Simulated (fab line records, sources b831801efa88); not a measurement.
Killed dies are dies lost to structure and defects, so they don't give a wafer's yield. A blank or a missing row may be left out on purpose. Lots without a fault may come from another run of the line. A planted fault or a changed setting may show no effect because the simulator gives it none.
Which tool did it? | flow sky130 | 24 lots, 72 wafers sampled, at 5 steps of a route of 708

WHAT THE GAUGES READ, wafer by wafer
SKY_METAL3_CD_MEAS_13: target cd 300 nm. Usual: cd_nm 299.6 nm, standard deviation 1.6.
lot  | measured     | on        | cd_nm (nm)        | flag
L074 | day 38 05:46 | cd_sem-02 | 301.5 301.8 300.4 |
L075 | day 38 07:51 | cd_sem-02 | 300.7 300.2 299.1 |
L076 | day 38 21:29 | cd_sem-02 | 300.8 301.0 301.1 |
L077 | day 40 12:01 | cd_sem-02 | 299.0 298.9 300.8 |
L079 | day 40 20:05 | cd_sem-01 | 297.7 296.1 297.9 |
L078 | day 40 22:48 | cd_sem-02 | 298.2 297.9 298.1 |
L080 | day 41 03:36 | cd_sem-02 | 298.9 297.1 297.7 |
L081 | day 41 09:29 | cd_sem-02 | 298.0 298.6 298.7 |
L082 | day 41 13:36 | cd_sem-02 | 301.0 299.5 301.8 |
L084 | day 41 18:01 | cd_sem-02 | 300.0 300.7 300.1 |
L083 | day 41 18:58 | cd_sem-02 | 299.7 301.0 299.3 |
L086 | day 42 06:31 | cd_sem-01 | 300.8 300.9 300.1 |
L085 | day 42 09:22 | cd_sem-02 | 296.6 297.2 298.4 |
L087 | day 42 12:23 | cd_sem-01 | 301.2 300.8 302.0 |
L088 | day 42 20:23 | cd_sem-02 | 299.3 299.9 297.6 |
L089 | day 42 23:34 | cd_sem-01 | 299.3 297.9 298.7 |
L090 | day 43 07:37 | cd_sem-02 | 299.8 299.1 298.8 |
L091 | day 43 08:47 | cd_sem-02 | 297.8 297.1 297.8 |
L092 | day 43 16:16 | cd_sem-02 | 300.6 301.5 300.2 |
L093 | day 43 21:10 | cd_sem-01 | 300.6 300.0 299.5 |
L094 | day 44 09:38 | cd_sem-01 | 302.8 304.5 303.6 |
L095 | day 44 15:14 | cd_sem-01 | 300.3 301.1 301.9 |
L096 | day 44 17:01 | cd_sem-01 | 301.4 300.5 301.8 |
L097 | day 44 23:04 | cd_sem-02 | 298.5 300.2 298.2 |

SKY_VIA3_OVL_MEAS_13. Usual: VIA3_OVL 1 nm, standard deviation 5.7.
lot  | measured     | on         | VIA3_OVL (nm) | flag
L074 | day 39 08:31 | overlay-01 | 14 5 10       |
L075 | day 39 09:54 | overlay-01 | -10 -8 0      |
L076 | day 39 23:58 | overlay-02 | 3 10 3        |
L077 | day 41 14:12 | overlay-02 | -8 -6 -6      |
L079 | day 41 22:04 | overlay-01 | 5 2 3         |
L078 | day 42 00:49 | overlay-01 | 5 5 7         |
L080 | day 42 05:31 | overlay-01 | 5 5 1         |
L081 | day 42 10:59 | overlay-01 | 1 -2 -1       |
L082 | day 42 14:45 | overlay-02 | -6 -4 2       |
L084 | day 42 18:41 | overlay-01 | -4 -3 -4      |
L083 | day 42 20:09 | overlay-02 | -3 2 -4       |
L086 | day 43 07:09 | overlay-02 | -6 -6 0       |
L085 | day 43 10:21 | overlay-01 | 9 10 2        |
L087 | day 43 12:27 | overlay-02 | 6 -1 -1       |
L088 | day 43 20:09 | overlay-02 | -4 2 -5       |
L089 | day 43 23:24 | overlay-01 | 0 1 -1        |
L090 | day 44 07:37 | overlay-01 | -6 4 -2       |
L091 | day 44 09:05 | overlay-02 | -3 -1 -2      |
L092 | day 44 16:51 | overlay-02 | 5 2 7         |
L093 | day 44 21:08 | overlay-01 | 7 2 -4        |
L094 | day 45 09:15 | overlay-01 | 4 4 -1        |
L095 | day 45 14:32 | overlay-01 | -6 -7 3       |
L096 | day 45 14:55 | overlay-01 | 0 8 0         |
L097 | day 45 21:33 | overlay-01 | 9 -3 8        |

SKY_METAL4_OVL_MEAS_14. Usual: METAL4_OVL 1 nm, standard deviation 5.9.
lot  | measured     | on         | METAL4_OVL (nm) | flag
L074 | day 41 10:58 | overlay-02 | 3 4 -1          |
L075 | day 41 13:28 | overlay-02 | 1 7 2           |
L076 | day 42 02:10 | overlay-01 | -6 1 -11        |
L077 | day 43 14:22 | overlay-01 | 4 0 0           |
L079 | day 43 22:40 | overlay-02 | -5 -2 -6        |
L078 | day 44 00:07 | overlay-02 | 11 7 13         |
L080 | day 44 05:19 | overlay-02 | 0 4 7           |
L081 | day 44 10:23 | overlay-01 | 1 -1 1          |
L082 | day 44 14:27 | overlay-01 | -13 -4 -6       |
L084 | day 44 17:41 | overlay-01 | 5 -2 -4         |
L083 | day 44 19:11 | overlay-01 | 1 6 -3          |
L086 | day 45 05:35 | overlay-01 | 1 12 -3         |
L085 | day 45 08:33 | overlay-02 | 5 7 9           |
L087 | day 45 09:59 | overlay-01 | 4 16 3          |
L088 | day 45 18:29 | overlay-01 | 7 0 3           |
L089 | day 45 21:28 | overlay-01 | 1 0 2           |
L090 | day 46 04:38 | overlay-01 | -2 -6 -9        |
L091 | day 46 05:38 | overlay-01 | 6 5 8           |
L092 | day 46 11:54 | overlay-01 | 3 2 10          |
L093 | day 46 16:58 | overlay-01 | -4 3 5          |
L094 | day 47 04:43 | overlay-01 | 0 0 -1          |
L095 | day 47 10:06 | overlay-01 | -5 -14 -6       |
L096 | day 47 10:29 | overlay-01 | -7 -9 -6        |
L097 | day 47 17:43 | overlay-01 | 12 3 12         |

WHICH TOOL RAN EACH LOT (tool, then ch and the chambers of the sampled wafers, then the start)
lot  | SKY_CAP2M_SPUTTER_02         | SKY_CAP2M_METAL_ETCH_13
L074 | pvd_sputter-03, day 39 10:37 | rie_metal-04 ch 0,1, day 40 10:53
L075 | pvd_sputter-03, day 39 11:37 | rie_metal-02 ch 1, day 40 12:19
L076 | pvd_sputter-03, day 40 01:37 | rie_metal-04 ch 0,1, day 41 01:31
L077 | pvd_sputter-03, day 41 15:49 | rie_metal-04 ch 0,1, day 42 14:59
L079 | pvd_sputter-01, day 41 23:44 | rie_metal-04 ch 1, day 42 23:20
L078 | pvd_sputter-04, day 42 02:27 | rie_metal-04 ch 0,1, day 43 01:23
L080 | pvd_sputter-04, day 42 07:08 | rie_metal-02 ch 1, day 43 06:02
L081 | pvd_sputter-03, day 42 12:38 | rie_metal-03 ch 0,1, day 43 11:21
L082 | pvd_sputter-03, day 42 16:28 | rie_metal-03 ch 0,1, day 43 15:41
L084 | pvd_sputter-03, day 42 20:25 | rie_metal-03 ch 0,1, day 43 18:47
L083 | pvd_sputter-03, day 42 21:50 | rie_metal-04 ch 0,1, day 43 20:20
L086 | pvd_sputter-04, day 43 08:47 | rie_metal-04 ch 0,1, day 44 07:11
L085 | pvd_sputter-03, day 43 11:59 | rie_metal-02 ch 0,1, day 44 10:23
L087 | pvd_sputter-03, day 43 14:12 | rie_metal-04 ch 0, day 44 12:01
L088 | pvd_sputter-01, day 43 21:54 | rie_metal-04 ch 0,1, day 44 20:22
L089 | pvd_sputter-03, day 44 01:35 | rie_metal-02 ch 0,1, day 44 23:59
L090 | pvd_sputter-03, day 44 09:14 | rie_metal-04 ch 0,1, day 45 07:12
L091 | pvd_sputter-01, day 44 10:43 | rie_metal-04 ch 1, day 45 08:39
L092 | pvd_sputter-03, day 44 18:29 | rie_metal-03 ch 0,1, day 45 15:08
L093 | pvd_sputter-04, day 44 22:46 | rie_metal-02 ch 0,1, day 45 20:04
L094 | pvd_sputter-01, day 45 11:02 | rie_metal-02 ch 0,1, day 46 07:36
L095 | pvd_sputter-04, day 45 16:11 | rie_metal-04 ch 0,1, day 46 12:46
L096 | pvd_sputter-01, day 45 16:33 | rie_metal-03 ch 0,1, day 46 13:06
L097 | pvd_sputter-01, day 45 23:11 | rie_metal-03 ch 0,1, day 46 19:37
- SKY_CAP2M_SPUTTER_02: material TiN, target thk 200 nm, time 166.7 s.
- SKY_CAP2M_METAL_ETCH_13: etches TiN in Cl2/BCl3, stops on SiO2, target depth 220 nm, time 62.9 s.

WHAT THE TOOLS THEMSELVES READ (means of the sampled wafers that have a number; where no wafer has one, the mark that the record gives instead)
SKY_CAP2M_SPUTTER_02. Usual: throttle_valve_pct 29.4 %, standard deviation 0.78.
lot  | tool           | throttle_valve_pct (%) | flag
L074 | pvd_sputter-03 | 29.4                   |
L075 | pvd_sputter-03 | 29.5                   |
L076 | pvd_sputter-03 | 29.8                   |
L077 | pvd_sputter-03 | 29.7                   |
L079 | pvd_sputter-01 | 29.8                   |
L078 | pvd_sputter-04 | 28.7                   |
L080 | pvd_sputter-04 | 28.8                   |
L081 | pvd_sputter-03 | 29.4                   |
L082 | pvd_sputter-03 | 29.0                   |
L084 | pvd_sputter-03 | 29.4                   |
L083 | pvd_sputter-03 | 29.8                   |
L086 | pvd_sputter-04 | 28.3                   |
L085 | pvd_sputter-03 | 29.5                   |
L087 | pvd_sputter-03 | 29.7                   |
L088 | pvd_sputter-01 | 29.7                   |
L089 | pvd_sputter-03 | 29.7                   |
L090 | pvd_sputter-03 | 29.4                   |
L091 | pvd_sputter-01 | 29.6                   |
L092 | pvd_sputter-03 | 29.4                   |
L093 | pvd_sputter-04 | 29.3                   |
L094 | pvd_sputter-01 | 29.7                   |
L095 | pvd_sputter-04 | 27.8                   |
L096 | pvd_sputter-01 | 29.7                   |
L097 | pvd_sputter-01 | 29.7                   |

SKY_CAP2M_METAL_ETCH_13. Usual: drypump_motor_current_A 5.4 A, standard deviation 0.35; mfc_cl2_sccm 59.95 sccm, standard deviation 0.17; oes_product_au 0.941 a.u., standard deviation 0.0067; throttle_valve_pct 21.902 %, standard deviation 0.01.
lot  | tool         | drypump_motor_current_A (A) | mfc_cl2_sccm (sccm) | oes_product_au (a.u.) | throttle_valve_pct (%) | flag
L074 | rie_metal-04 | 5.5                         | 59.95               | 0.934                 | 21.913                 |
L075 | rie_metal-02 | 5.6                         | 59.76               | 0.941                 | 21.893                 |
L076 | rie_metal-04 | 5.7                         | 60.01               | 0.941                 | 21.906                 |
L077 | rie_metal-04 | 5.4                         | 59.83               | 0.943                 | 21.908                 |
L079 | rie_metal-04 | 5.2                         | 59.96               | 0.948                 | 21.886                 |
L078 | rie_metal-04 | 5.7                         | 60.05               | 0.949                 | 21.899                 |
L080 | rie_metal-02 | 5.6                         | 59.96               | 0.944                 | 21.893                 |
L081 | rie_metal-03 | 5.2                         | 59.94               | 0.936                 | 21.898                 |
L082 | rie_metal-03 | 4.9                         | 59.87               | 0.942                 | 21.905                 |
L084 | rie_metal-03 | 5.2                         | 60.10               | 0.937                 | 21.905                 |
L083 | rie_metal-04 | 5.4                         | 60.18               | 0.938                 | 21.905                 |
L086 | rie_metal-04 | 5.7                         | 60.08               | 0.950                 | 21.896                 |
L085 | rie_metal-02 | 5.5                         | 59.93               | 0.944                 | 21.892                 |
L087 | rie_metal-04 | 5.9                         | 59.83               | 0.952                 | 21.893                 |
L088 | rie_metal-04 | 5.7                         | 59.95               | 0.944                 | 21.898                 |
L089 | rie_metal-02 | 5.5                         | 59.92               | 0.936                 | 21.900                 |
L090 | rie_metal-04 | 5.7                         | 60.00               | 0.946                 | 21.894                 |
L091 | rie_metal-04 | 5.3                         | 60.01               | 0.942                 | 21.909                 |
L092 | rie_metal-03 | 4.9                         | 59.90               | 0.941                 | 21.911                 |
L093 | rie_metal-02 | 5.6                         | 60.09               | 0.938                 | 21.904                 |
L094 | rie_metal-02 | 5.6                         | 60.13               | 0.934                 | 21.902                 |
L095 | rie_metal-04 | 5.5                         | 60.06               | 0.943                 | 21.906                 |
L096 | rie_metal-03 | 5.0                         | 60.03               | 0.935                 | 21.914                 |
L097 | rie_metal-03 | 4.9                         | 60.04               | 0.936                 | 21.902                 |

THE ANSWER, worked out from the rows above alone
Rule: a lot is off if the mean of its wafers that have a number lies more than 3 standard deviations from the usual mean. A lot without any number at a reading at which 4 lots or more have one is off too. The other lots that the step has rows for count as sound. The gauges are gone through in route order, then the tools' own readings, and for those a lot's mean is taken as printed above. The first step at which some lot is off is used, and at that step the reading that is off furthest; a lot without a number counts as furthest.
No lot is off at any reading shown: from this, nothing can be told.

WHAT THE SIMULATOR HAD PUT IN
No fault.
